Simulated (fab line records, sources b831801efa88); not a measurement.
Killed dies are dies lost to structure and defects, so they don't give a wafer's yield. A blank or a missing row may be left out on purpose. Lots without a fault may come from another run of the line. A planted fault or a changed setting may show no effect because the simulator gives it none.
fab line records | flow sky130
record lots=6 wafers=18 last_day=49
route steps=708 shown DNWELL@41 PWDE@45 NWELL@56 PAD_OPEN@708
lots that met no fault: from a run of the same line without faults
start_h: hours from the record's first day to the start of the lot's first wafer shown | wait_h: hours since the lot's step before | " the same as in the row above | L1.1+2: a row that stands for several wafers | - no value, or no start given | * or withheld: withheld | < > ~ a bound
route shown NAME@n: a module of which the file shows steps, and the number in the route of the first | usual: mean/standard deviation of fault-free wafers | same: alike in all rows | chamber/n: place in a boat | sites: the reading at each site | _std_site: their standard deviation | _edge_site: outer sites' mean less inner sites' | radius_mm: how far each site lies from the wafer's centre | mask NAME#n: copy n | behind: the tool/chamber that last shaped the wafer | hold: why the lot was held/for how many hours/how that ended | device: the transistor (n, p or np) that didn't switch | end of line: the same wafers' tests at the end of the route | a step without rows: its recipe alone | killed: dies lost to structure and defects at the first sort, not the wafer's yield | map: a wafer's dies, x killed, . not, _ none there
set.NAME: the setting as run; set.NAME@STEP: as run at that earlier step | model.NAME: the simulator's own value behind a step, which no gauge read
lots at some steps of the route; a table a step, a row a wafer
services: from which hour (start_h, from the record's first day; less than 0 if before it) a tool's chamber was out of use, for how many hours, and why
## steps
# step SKY_DNWELL_DEVELOP_06
# recipe wall_angle_deg=90 developer=TMAH develop_time_s=60 dev_temp_c=23
# step SKY_DNWELL_IMPLANT_07
# recipe species=P energy_kev=withheld dose_cm2=withheld tilt_deg=withheld
# step SKY_DNWELL_STRIP_08
# recipe chemistry=O2/N2 power_w=1400 pressure_mtorr=1500 platen_temp_c=withheld o2_flow_sccm=3000 n2_flow_sccm=300 overash_fraction=0.5
# usual drypump_motor_current_A=6.0/0.37 oes_product_au=0.722/0.0047 strip_time_to_endpoint_s=36.92/0.11
# columns lot.wafer tool chamber start_h wait_h drypump_motor_current_A oes_product_au rf_hours_counter_h strip_time_to_endpoint_s
L633.1 plasma_asher-02 1 82.48 0.1 5.6 0.725 41 36.89
L633.3 " 0 " " 5.6 0.720 - 36.88
L633.4 " 1 " " 5.6 0.729 - 36.83
L634.1 plasma_asher-01 1 93.08 0.1 6.2 0.728 40 37.02
L634.3 " 1 " " 6.2 0.714 - 36.92
L634.5 " 0 " " 5.5 0.718 - 36.92
L635.1 plasma_asher-02 1 106.31 0.1 5.6 0.735 43 36.97
L635.3 " 1 " " 5.6 0.725 - 36.83
L635.6 " 0 " " 5.6 0.717 - 36.94
L636.1 plasma_asher-02 0 107.01 0.1 5.6 0.721 43 36.84
L636.2 " 1 " " 5.6 0.725 43 36.84
L636.4 " 1 " " 5.6 0.723 - 36.73
L643.2 plasma_asher-03 1 134.23 0.1 6.0 0.722 33 37.05
L643.3 " 1 " " 6.0 0.717 - 37.05
L643.6 " 0 " " 6.5 0.716 - 37.03
L647.1 plasma_asher-03 1 157.18 0.1 6.1 0.729 35 36.91
L647.2 " 0 " " 6.4 0.721 35 36.93
L647.4 " 0 " " 6.5 0.717 - 36.93
# step SKY_DNWELL_TW_MEAS_09
# usual DNWELL_TW=1120/6.7
# columns lot.wafer tool chamber start_h wait_h DNWELL_TW
L633.1 film_metro-04 - 82.58 0.1 1123
L633.3 " - " " 1114
L633.4 " - " " 1121
L634.1 film_metro-04 - 93.18 0.1 1124
L634.3 " - " " 1114
L634.5 " - " " 1115
L635.1 film_metro-01 - 106.41 0.1 1118
L635.3 " - " " 1121
L635.6 " - " " 1113
L636.1 film_metro-02 - 107.11 0.1 1127
L636.2 " - " " 1132
L636.4 " - " " 1127
L643.2 film_metro-01 - 134.34 0.1 1127
L643.3 " - " " 1125
L643.6 " - " " 1125
L647.1 film_metro-04 - 157.28 0.1 1122
L647.2 " - " " 1122
L647.4 " - " " 1124
# step SKY_PWDE_DEHYDRATE_00
# recipe temp_c=200 time_s=60
# step SKY_PWDE_HMDS_01
# recipe prime_time_s=60 prime_temp_c=120
# step SKY_PWDE_COAT_02
# recipe spin_rpm=2000 resist_thk_nm=3000
# step SKY_PWDE_SOFTBAKE_03
# recipe temp_c=110 time_s=withheld
# step SKY_PWDE_EXPOSE_04
# recipe mask_id=PWDEM na=0.6 source_shape=conventional sigma_outer=0.6 polarization=unpolarized target_cd_nm=840 dose_mj=218.2
# step SKY_PWDE_PEB_05
# recipe temp_c=115 time_s=withheld
# step SKY_PWDE_DEVELOP_06
# recipe wall_angle_deg=90 developer=TMAH develop_time_s=60 dev_temp_c=23
# step SKY_PWDE_OVL_MEAS_07
# usual PWDE_OVL=-0.6/1.6
# columns lot.wafer tool chamber start_h wait_h PWDE_OVL[nm]
L633.1 overlay-01 - 98.11 - -1.7
L633.3 " - " " -2.4
L633.4 " - " " -3.3
L634.1 overlay-01 - 110.41 - 1.9
L634.3 " - " " 1.1
L634.5 " - " " 1.5
L635.1 overlay-02 - 124.58 - -2.3
L635.3 " - " " -1.9
L635.6 " - " " -1.5
L636.1 overlay-01 - 125.31 - -0.4
L636.2 " - " " 1.8
L636.4 " - " " 1.1
L643.2 overlay-02 - 153.46 - -0.4
L643.3 " - " " -1.1
L643.6 " - " " -2.2
L647.1 overlay-01 - 177.31 - 0.8
L647.2 " - " " 2.1
L647.4 " - " " 0.8
# step SKY_PWDE_IMPLANT_08
# recipe species=B energy_kev=150 dose_cm2=3.6e+12 tilt_deg=withheld
# columns lot.wafer tool chamber start_h wait_h
L633.1+3+4 implanter-02 0 98.15 0.0
L634.1+3+5 implanter-02 0 110.45 0.0
L635.1+3+6 implanter-01 0 124.61 0.0
L635.1+3+6 implanter-01 0 124.93 0.3
L636.1+2+4 implanter-01 0 125.35 0.0
L643.2+3+6 implanter-02 0 153.52 0.0
L643.2+3+6 implanter-02 0 153.84 0.3
L647.1+2+4 implanter-02 0 177.34 0.0
# step SKY_PWDE_STRIP_09
# recipe chemistry=O2/N2 power_w=1400 pressure_mtorr=1500 platen_temp_c=withheld o2_flow_sccm=3000 n2_flow_sccm=300 overash_fraction=0.5
# usual drypump_motor_current_A=5.9/0.39 oes_product_au=0.722/0.0049 strip_time_to_endpoint_s=36.94/0.1
# columns lot.wafer tool chamber start_h wait_h drypump_motor_current_A oes_product_au rf_hours_counter_h strip_time_to_endpoint_s
L633.1 plasma_asher-04 0 98.30 0.1 6.1 0.727 41 36.92
L633.3 " 1 " " 5.3 0.722 - 36.90
L633.4 " 0 " " 6.0 0.727 - 36.89
L634.1 plasma_asher-03 0 110.60 0.1 6.5 0.729 30 36.76
L634.3 " 0 " " 6.5 0.719 - 36.67
L634.5 " 1 " " 6.1 0.718 - 36.71
L635.1 plasma_asher-04 1 125.25 0.3 5.4 0.722 44 37.01
L635.3 " 1 " " 5.4 0.720 - 36.93
L635.6 " 0 " " 6.0 0.723 - 37.00
L636.1 plasma_asher-04 0 125.50 0.1 6.1 0.721 44 37.05
L636.2 " 1 " " 5.4 0.730 44 36.88
L636.4 " 0 " " 6.1 0.730 - 36.93
L643.2 plasma_asher-02 1 153.96 0.1 5.6 0.722 46 36.98
L643.3 " 1 " " 5.5 0.726 - 37.20
L643.6 " 0 " " 5.6 0.716 - 37.07
L647.1 plasma_asher-02 0 177.49 0.1 5.5 0.729 48 37.01
L647.2 " 1 " " 5.5 0.722 48 36.95
L647.4 " 0 " " 5.6 0.715 - 36.99
# step SKY_PWDE_TW_MEAS_10
# usual PWDE_TW=376.7/2.4
# columns lot.wafer tool chamber start_h wait_h PWDE_TW
L633.1 film_metro-04 - 98.40 0.1 374.3
L633.3 " - " " 374.6
L633.4 " - " " 374.9
L634.1 film_metro-01 - 110.70 0.1 374.5
L634.3 " - " " 373.6
L634.5 " - " " 372.7
L635.1 film_metro-01 - 125.35 0.1 470.7
L635.3 " - " " 465.2
L635.6 " - " " 467.3
L635.1 film_metro-01 - 125.57 0.2 469.6
L635.3 " - " " 467.8
L635.6 " - " " 466.7
L636.1 film_metro-02 - 125.60 0.1 380.3
L636.2 " - " " 380.1
L636.4 " - " " 378.3
L643.2 film_metro-02 - 154.07 0.1 471.0
L643.3 " - " " 471.5
L643.6 " - " " 469.4
L643.2 film_metro-02 - 154.30 0.2 470.9
L643.3 " - " " 468.6
L643.6 " - " " 471.1
L647.1 film_metro-01 - 177.59 0.1 372.3
L647.2 " - " " 374.5
L647.4 " - " " 374.1
# step SKY_NWELL_DEHYDRATE_03
# recipe temp_c=200 time_s=60
# step SKY_NWELL_HMDS_04
# recipe prime_time_s=60 prime_temp_c=120
# step SKY_NWELL_COAT_05
# recipe spin_rpm=2000 resist_thk_nm=3000
# step SKY_NWELL_SOFTBAKE_06
# recipe temp_c=110 time_s=withheld
# step SKY_NWELL_EXPOSE_07
# recipe mask_id=NWM na=0.6 source_shape=conventional sigma_outer=0.6 polarization=unpolarized target_cd_nm=840 dose_mj=255
# step SKY_NWELL_PEB_08
# recipe temp_c=115 time_s=withheld
# step SKY_NWELL_DEVELOP_09
# recipe wall_angle_deg=90 developer=TMAH develop_time_s=60 dev_temp_c=23
# step SKY_NWELL_OVL_MEAS_10
# usual NWELL_00_OVL=-0.4/1.6
# columns lot.wafer tool chamber start_h wait_h NWELL_00_OVL[nm]
L633.1 overlay-02 - 115.91 - -2.1
L633.3 " - " " -0.9
L633.4 " - " " -0.1
L634.1 overlay-01 - 129.41 - -0.4
L634.3 " - " " 4.1
L634.5 " - " " 0.1
L635.1 overlay-01 - 142.81 - -2.1
L635.3 " - " " -2.2
L635.6 " - " " -2.7
L636.1 overlay-01 - 144.01 - -1.9
L636.2 " - " " 0.2
L636.4 " - " " -2.0
L643.2 overlay-01 - 173.59 - 1.4
L643.3 " - " " 1.7
L643.6 " - " " 0.5
L647.1 overlay-02 - 199.26 - 0.2
L647.2 " - " " -0.8
L647.4 " - " " -0.8
# step SKY_NWELL_IMPLANT_11
# recipe species=P energy_kev=400 dose_cm2=1.9e+13 tilt_deg=withheld
# step SKY_NWELL_IMPLANT_12
# recipe species=P energy_kev=120 dose_cm2=1.3e+12 tilt_deg=withheld
# step SKY_NWELL_IMPLANT_13
# recipe species=P energy_kev=50 dose_cm2=7e+11 tilt_deg=withheld
# step SKY_NWELL_STRIP_14
# recipe chemistry=O2/N2 power_w=1400 pressure_mtorr=1500 platen_temp_c=withheld o2_flow_sccm=3000 n2_flow_sccm=300 overash_fraction=0.5
# usual drypump_motor_current_A=5.7/0.31 oes_product_au=0.723/0.0049 strip_time_to_endpoint_s=36.95/0.093
# columns lot.wafer tool chamber start_h wait_h drypump_motor_current_A oes_product_au rf_hours_counter_h strip_time_to_endpoint_s
L633.1 plasma_asher-04 0 116.39 0.1 6.0 0.724 43 36.83
L633.3 " 0 " " 6.0 0.725 - 36.86
L633.4 " 1 " " 5.3 0.725 - 36.75
L634.1 plasma_asher-04 1 129.89 0.1 5.4 0.724 44 36.94
L634.3 " 1 " " 5.3 0.728 - 37.08
L634.5 " 0 " " 6.0 0.727 - 36.95
L635.1 plasma_asher-04 0 143.29 0.1 6.1 0.718 46 37.13
L635.3 " 0 " " 6.1 0.730 - 37.12
L635.6 " 1 " " 5.3 0.722 - 37.13
L636.1 plasma_asher-04 0 144.49 0.1 6.0 0.726 46 36.97
L636.2 " 1 " " 5.4 0.720 46 36.95
L636.4 " 1 " " 5.4 0.722 - 36.99
L643.2 plasma_asher-04 1 174.07 0.1 5.3 0.714 48 37.09
L643.3 " 1 " " 5.4 0.726 - 37.08
L643.6 " 0 " " 6.0 0.721 - 37.16
L647.1 plasma_asher-02 1 199.74 0.1 5.6 0.721 50 36.85
L647.2 " 0 " " 5.7 0.729 50 36.99
L647.4 " 0 " " 5.6 0.733 - 36.86
# step SKY_NWELL_TW_MEAS_15
# usual NWELL_TW=1833/12
# columns lot.wafer tool chamber start_h wait_h NWELL_TW
L633.1 film_metro-01 - 116.49 0.1 1828
L633.3 " - " " 1822
L633.4 " - " " 1815
L634.1 film_metro-01 - 129.99 0.1 1836
L634.3 " - " " 1839
L634.5 " - " " 1842
L635.1 film_metro-01 - 143.39 0.1 1831
L635.3 " - " " 1837
L635.6 " - " " 1842
L636.1 film_metro-04 - 144.59 0.1 1823
L636.2 " - " " 1834
L636.4 " - " " 1832
L643.2 film_metro-04 - 174.18 0.1 1836
L643.3 " - " " 1834
L643.6 " - " " 1824
L647.1 film_metro-02 - 199.84 0.1 1854
L647.2 " - " " 1851
L647.4 " - " " 1853
# step SKY_NWELL_DEHYDRATE_16
# recipe temp_c=200 time_s=60
# step SKY_NWELL_HMDS_17
# recipe prime_time_s=60 prime_temp_c=120
# step SKY_NWELL_COAT_18
# recipe spin_rpm=2000 resist_thk_nm=3000
# step SKY_NWELL_SOFTBAKE_19
# recipe temp_c=110 time_s=withheld
# step SKY_NWELL_EXPOSE_20
# recipe mask_id=NWM_COMPLEMENT na=0.6 source_shape=conventional sigma_outer=0.6 polarization=unpolarized target_cd_nm=840 dose_mj=260
# step SKY_NWELL_PEB_21
# recipe temp_c=115 time_s=withheld
# step SKY_NWELL_DEVELOP_22
# recipe wall_angle_deg=90 developer=TMAH develop_time_s=60 dev_temp_c=23
# step SKY_NWELL_OVL_MEAS_23
# usual NWELL_01_OVL=-0.3/1.3
# columns lot.wafer tool chamber start_h wait_h NWELL_01_OVL[nm]
L633.1 overlay-01 - 134.43 - -0.1
L633.3 " - " " 0.1
L633.4 " - " " 2.4
L634.1 overlay-01 - 147.93 - 1.3
L634.3 " - " " 0.8
L634.5 " - " " 1.3
L635.1 overlay-02 - 162.16 - -0.1
L635.3 " - " " -0.4
L635.6 " - " " 0.2
L636.1 overlay-01 - 163.51 - 0.7
L636.2 " - " " 1.1
L636.4 " - " " -0.3
L643.2 overlay-01 - 194.91 - 0.7
L643.3 " - " " -0.7
L643.6 " - " " -2.6
L647.1 overlay-01 - 220.88 - -0.8
L647.2 " - " " -0.9
L647.4 " - " " -1.2
# step SKY_NWELL_IMPLANT_24
# recipe species=B energy_kev=140 dose_cm2=9.04e+12 tilt_deg=withheld
# step SKY_NWELL_STRIP_25
# recipe chemistry=O2/N2 power_w=1400 pressure_mtorr=1500 platen_temp_c=withheld o2_flow_sccm=3000 n2_flow_sccm=300 overash_fraction=0.5
# usual drypump_motor_current_A=5.8/0.32 oes_product_au=0.723/0.0045 strip_time_to_endpoint_s=36.96/0.12
# columns lot.wafer tool chamber start_h wait_h drypump_motor_current_A oes_product_au rf_hours_counter_h strip_time_to_endpoint_s
L633.1 plasma_asher-01 0 134.62 0.1 5.5 0.725 2 37.02
L633.3 " 0 " " 5.5 0.717 - 37.05
L633.4 " 1 " " 6.2 0.728 - 37.08
L634.1 plasma_asher-01 1 148.12 0.1 6.2 0.719 4 37.06
L634.3 " 0 " " 5.5 0.717 - 37.10
L634.5 " 1 " " 6.2 0.730 - 37.17
L635.1 plasma_asher-01 1 162.34 0.1 6.2 0.736 5 36.87
L635.3 " 0 " " 5.5 0.717 - 36.89
L635.6 " 0 " " 5.5 0.719 - 36.87
L636.1 plasma_asher-02 0 163.69 0.1 5.6 0.719 47 36.73
L636.2 " 1 " " 5.6 0.715 47 36.68
L636.4 " 1 " " 5.6 0.718 - 36.78
L643.2 plasma_asher-01 1 195.09 0.1 6.2 0.715 9 37.03
L643.3 " 0 " " 5.5 0.718 - 36.86
L643.6 " 1 " " 6.2 0.728 - 36.92
L647.1 plasma_asher-02 1 221.07 0.1 5.6 0.722 51 37.06
L647.2 " 0 " " 5.6 0.731 51 37.15
L647.4 " 1 " " 5.6 0.722 - 36.98
# step SKY_NWELL_TW_MEAS_26
# usual NWELL_2_TW=498/3.7
# columns lot.wafer tool chamber start_h wait_h NWELL_2_TW
L633.1 film_metro-04 - 134.72 0.1 496
L633.3 " - " " 498
L633.4 " - " " 495
L634.1 film_metro-04 - 148.22 0.1 496
L634.3 " - " " 497
L634.5 " - " " 495
L635.1 film_metro-04 - 162.44 0.1 494
L635.3 " - " " 498
L635.6 " - " " 496
L636.1 film_metro-01 - 163.79 0.1 499
L636.2 " - " " 497
L636.4 " - " " 498
L643.2 film_metro-02 - 195.20 0.1 502
L643.3 " - " " 505
L643.6 " - " " 504
L647.1 film_metro-01 - 221.17 0.1 494
L647.2 " - " " 496
L647.4 " - " " 495
# step SKY_NWELL_CLEAN_27
# recipe chemistry=SC1/SC2 mix=1:4:20 temp_c=70 time_s=150 dry=n2_spin
# step SKY_NWELL_RTA_28
# recipe temp_c=1050 time_s=30 idle_temp_c=650 ramp_up_c_per_s=150 ramp_down_c_per_s=90 ambient=N2
# usual lamp_power_pct=25.30/0.055 ramp_up_c_per_s=150.00/0.025 wafer_temp_C_max=1054.8/0.92
# same time_s=30
# columns lot.wafer tool chamber start_h wait_h lamp_power_pct ramp_up_c_per_s wafer_temp_C_max
L633.1 rtp_anneal-02 0 134.83 0.0 25.26 149.98 1053.9
L633.3 " 0 " " 25.25 149.99 1055.3
L633.4 " 0 " " 25.27 149.99 1055.7
L634.1 rtp_anneal-01 0 148.33 0.0 25.23 149.97 1053.9
L634.3 " 0 " " 25.31 150.00 1054.9
L634.5 " 0 " " 25.29 149.99 1054.9
L635.1 rtp_anneal-01 0 162.56 0.0 25.29 149.97 1055.4
L635.3 " 0 " " 25.39 150.01 1055.7
L635.6 " 0 " " 25.30 149.99 1054.3
L636.1 rtp_anneal-01 0 163.95 0.0 25.30 150.00 1053.6
L636.2 " 0 " " 25.46 150.04 1055.1
L636.4 " 0 " " 25.33 150.02 1053.5
L643.2 rtp_anneal-01 0 195.32 0.0 25.22 150.00 1053.8
L643.3 " 0 " " 25.36 150.02 1055.0
L643.6 " 0 " " 25.41 150.05 1053.8
L647.1 rtp_anneal-02 0 221.28 0.0 25.25 149.99 1054.7
L647.2 " 0 " " 25.37 149.99 1055.5
L647.4 " 0 " " 25.29 150.00 1054.5
# step SKY_NWELL_RS_MEAS_29
# recipe thk_meas_gauge=four-point-probe
# usual NWELL_RS=624.7/1.7
# columns lot.wafer tool chamber start_h wait_h NWELL_RS[ohm/sq]
L633.1 film_metro-02 - 134.93 0.1 623.7
L633.3 " - " " 623.7
L633.4 " - " " 625.5
L634.1 film_metro-01 - 148.43 0.1 625.8
L634.3 " - " " 625.5
L634.5 " - " " 625.6
L635.1 film_metro-02 - 162.66 0.1 622.5
L635.3 " - " " 624.1
L635.6 " - " " 625.1
L636.1 film_metro-02 - 164.05 0.1 626.6
L636.2 " - " " 625.9
L636.4 " - " " 626.6
L643.2 film_metro-01 - 195.42 0.1 628.2
L643.3 " - " " 626.9
L643.6 " - " " 627.2
L647.1 film_metro-01 - 221.39 0.1 627.5
L647.2 " - " " 624.2
L647.4 " - " " 624.9
# step SKY_NWELL_RS_MEAS_31
# recipe thk_meas_gauge=four-point-probe
# usual PWDE_RS=5269/17
# columns lot.wafer tool chamber start_h wait_h PWDE_RS[ohm/sq]
L633.1 film_metro-02 - 135.17 0.1 5259
L633.3 " - " " 5272
L633.4 " - " " 5274
L634.1 film_metro-01 - 148.67 0.1 5317
L634.3 " - " " 5284
L634.5 " - " " 5275
L635.1 film_metro-02 - 162.90 0.1 3112
L635.3 " - " " 3118
L635.6 " - " " 3108
L635.1 film_metro-02 - 163.19 0.3 3118
L635.3 " - " " 3109
L635.6 " - " " 3114
L636.1 film_metro-02 - 164.29 0.1 5255
L636.2 " - " " 5259
L636.4 " - " " 5264
L643.2 film_metro-01 - 195.66 0.1 3113
L643.3 " - " " 3118
L643.6 " - " " 3118
L643.2 film_metro-01 - 195.95 0.3 3113
L643.3 " - " " 3120
L643.6 " - " " 3114
L647.1 film_metro-01 - 221.63 0.1 5269
L647.2 " - " " 5271
L647.4 " - " " 5279
# step SKY_PAD_OPEN_PROBE_99
# usual defect_limited_yield=82.2/1.9 killed_at_M0_to_M3=44/6.8 killed_at_M4_up=3.1/1.8 killed_at_contacts=25/5.2 killed_at_front_end=15/4.1 killed_at_other=0.3/0.62 killed_dies=88/9.4 killed_open=48/7.1 killed_short=40/6.1 sort_bin_3_pad_short=0.9/0.38 sort_bin_5_function=10.5/1.5 sort_bin_6_memory=6.5/1.2 sort_bin_8_speed=0.5/0.95 sort_n_pass=402/10 sort_yield_pct=81.6/2
# same gross_dies=492 killed_at_back_side=0 sort_bin_4_leakage[%]=0
# columns lot.wafer tool chamber start_h wait_h defect_limited_yield[%] killed_at_M0_to_M3 killed_at_M4_up killed_at_contacts killed_at_front_end killed_at_other killed_dies killed_open killed_short sort_bin_3_pad_short[%] sort_bin_5_function[%] sort_bin_6_memory[%] sort_bin_8_speed[%] sort_n_pass sort_yield_pct[%]
L633.1 prober-02 - 1106.18 0.1 83.7 39 5 22 14 0 80 42 38 0.6 9.3 6.3 0 412 83.7
L633.3 prober-02 - 1106.28 0.2 80.5 50 4 28 14 0 96 60 36 1.0 12.0 6.5 0.2 395 80.3
L633.4 prober-02 - 1106.33 0.2 82.9 46 5 23 9 1 84 43 41 0.4 10.6 6.1 0 408 82.9
L634.1 prober-01 - 1116.80 0.1 83.3 36 2 21 23 0 82 49 33 0.4 9.8 6.5 0 410 83.3
L634.3 prober-01 - 1116.90 0.2 82.1 39 3 31 15 0 88 50 38 1.2 10.2 6.5 1.4 397 80.7
L634.5 prober-01 - 1117.00 0.2 85.0 40 1 20 13 0 74 39 35 0.6 8.5 5.9 7.9 379 77.0
L636.1 prober-02 - 1134.24 0.1 80.3 46 3 33 15 0 97 56 41 1.0 13.4 5.3 0.2 394 80.1
L636.2 prober-02 - 1134.29 0.1 82.1 43 1 33 11 0 88 51 37 0.8 10.6 6.5 0.4 402 81.7
L636.4 prober-02 - 1134.39 0.2 76.4 59 1 37 19 0 116 66 50 1.2 14.4 7.9 0 376 76.4
L647.1 prober-02 - 1183.33 0.1 81.9 52 3 19 14 1 89 38 51 0.4 10.8 6.9 0.4 401 81.5
L647.2 prober-02 - 1183.38 0.1 81.7 41 4 33 11 1 90 50 40 1.0 11.2 6.1 0.4 400 81.3
L647.4 prober-02 - 1183.48 0.2 83.9 43 3 20 13 0 79 44 35 0.6 10.8 4.7 0.2 412 83.7
# killed by level:class
L633.1 VIA1:geometric_particle:open=7 VIA3:geometric_particle:open=7 LI_CONTACT:geometric_particle:open=6 CONTACT:geometric_particle:short=6 LOCAL_INTERCONNECT:geometric_particle:short=6 VIA1:geometric_particle:short=6 METAL1:geometric_particle:short=5 METAL2:geometric_particle:short=5
L633.3 CONTACT:geometric_particle:open=12 VIA3:geometric_particle:open=11 VIA1:geometric_particle:open=10 VIA2:geometric_particle:open=10 VIA1:geometric_particle:short=8 FIELD_ISO:geometric_particle:short=5 LOCAL_INTERCONNECT:geometric_particle:short=5 FIELD_ISO:geometric_particle:open=4
L633.4 VIA1:geometric_particle:open=10 CONTACT:geometric_particle:open=8 METAL2:geometric_particle:short=7 LI_CONTACT:geometric_particle:open=6 METAL1:geometric_particle:short=6 METAL4:geometric_particle:short=5 VIA1:geometric_particle:short=5 VIA3:geometric_particle:open=5
L634.1 CONTACT:geometric_particle:open=8 FIELD_ISO:geometric_particle:open=7 LI_CONTACT:geometric_particle:open=7 METAL2:geometric_particle:short=7 VIA1:geometric_particle:open=6 VIA1:geometric_particle:short=6 POLY_GATE:geometric_particle:short=5 POLY_GATE:geometric_particle:open=5
L634.3 CONTACT:geometric_particle:open=10 VIA1:geometric_particle:open=10 LI_CONTACT:geometric_particle:open=9 VIA3:geometric_particle:open=7 LOCAL_INTERCONNECT:geometric_particle:short=6 FIELD_ISO:geometric_particle:short=5 FIELD_ISO:geometric_particle:open=4 VIA2:geometric_particle:open=4
L634.5 LI_CONTACT:geometric_particle:open=9 METAL1:geometric_particle:short=8 VIA1:geometric_particle:open=7 CONTACT:geometric_particle:open=6 FIELD_ISO:geometric_particle:short=5 VIA2:geometric_particle:short=5 VIA2:geometric_particle:open=5 VIA3:geometric_particle:open=5
L636.1 CONTACT:geometric_particle:open=13 VIA1:geometric_particle:open=11 VIA2:geometric_particle:open=10 LI_CONTACT:geometric_particle:open=8 METAL2:geometric_particle:short=6 POLY_GATE:geometric_particle:open=5 VIA3:geometric_particle:open=5 FIELD_ISO:geometric_particle:short=4
L636.2 CONTACT:geometric_particle:open=14 VIA2:geometric_particle:open=9 LOCAL_INTERCONNECT:geometric_particle:short=7 VIA1:geometric_particle:open=7 VIA3:geometric_particle:open=6 CONTACT:geometric_particle:short=6 METAL1:geometric_particle:short=5 LI_CONTACT:geometric_particle:open=5
L636.4 CONTACT:geometric_particle:open=18 VIA1:geometric_particle:open=12 LI_CONTACT:geometric_particle:open=9 VIA3:geometric_particle:open=9 POLY_GATE:geometric_particle:short=7 VIA3:geometric_particle:short=7 VIA2:geometric_particle:open=6 METAL1:geometric_particle:short=6
L647.1 VIA2:geometric_particle:short=10 VIA2:geometric_particle:open=10 METAL1:geometric_particle:short=7 VIA1:geometric_particle:open=7 VIA3:geometric_particle:open=6 LOCAL_INTERCONNECT:geometric_particle:short=5 CONTACT:geometric_particle:short=5 POLY_GATE:geometric_particle:short=4
L647.2 VIA1:geometric_particle:open=13 CONTACT:geometric_particle:open=8 LI_CONTACT:geometric_particle:open=8 VIA1:geometric_particle:short=7 LOCAL_INTERCONNECT:geometric_particle:short=6 VIA2:geometric_particle:open=6 CONTACT:geometric_particle:short=5 LI_CONTACT:geometric_particle:short=4
L647.4 VIA1:geometric_particle:open=11 LOCAL_INTERCONNECT:geometric_particle:short=7 LI_CONTACT:geometric_particle:open=6 METAL2:geometric_particle:short=6 VIA2:geometric_particle:open=6 VIA3:geometric_particle:open=5 CONTACT:geometric_particle:open=4 FIELD_ISO:geometric_particle:open=3
## services
# columns tool chamber start_h hours kind
plasma_asher-04 - 59.15 2.8 pm
plasma_asher-04 - 62.91 2.1 repair
plasma_asher-01 - 108.75 9.0 pm
plasma_asher-01 0 108.75 9.0 vent_cycle
plasma_asher-01 1 108.75 9.0 vent_cycle
plasma_asher-01 0 117.75 - clean
plasma_asher-01 1 117.75 - clean
plasma_asher-02 - 122.74 14.6 pm
implanter-01 - 145.80 22.8 repair
plasma_asher-04 - 158.49 7.1 repair
plasma_asher-04 - 165.04 4.0 repair
implanter-01 - 175.81 1.8 pm
implanter-02 - 181.94 1.7 repair
implanter-01 - 189.23 100.9 repair
plasma_asher-03 - 199.98 0.7 repair
plasma_asher-02 - 205.67 11.1 repair
plasma_asher-03 - 212.78 2.8 pm
implanter-02 - 218.77 2.2 repair
## key
first_sign step=SKY_PWDE_IMPLANT_08 reading=visit direction=added
effect step=SKY_PWDE_TW_MEAS_10 reading=visit direction=added
effect step=SKY_PWDE_TW_MEAS_10 reading=PWDE_TW direction=up sigmas=38 usual=376.7 struck=469.2
effect step=SKY_NWELL_RS_MEAS_31 reading=PWDE_RS direction=down sigmas=99+ usual=5269 struck=3115
met_at SKY_PWDE_IMPLANT_08
struck_wafers L635.1,L635.3,L635.6,L643.2,L643.3,L643.6
scrapped_behind SKY_NWELL_RS_MEAS_31 L635.1,L635.3,L635.6,L643.2,L643.3,L643.6
fault kind=repeated_step_whole tool=implanter-01,implanter-02,implanter-04 chamber=- onset_h=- steps=SKY_PWDE_IMPLANT_08 times=1 scope=struck_lots_only
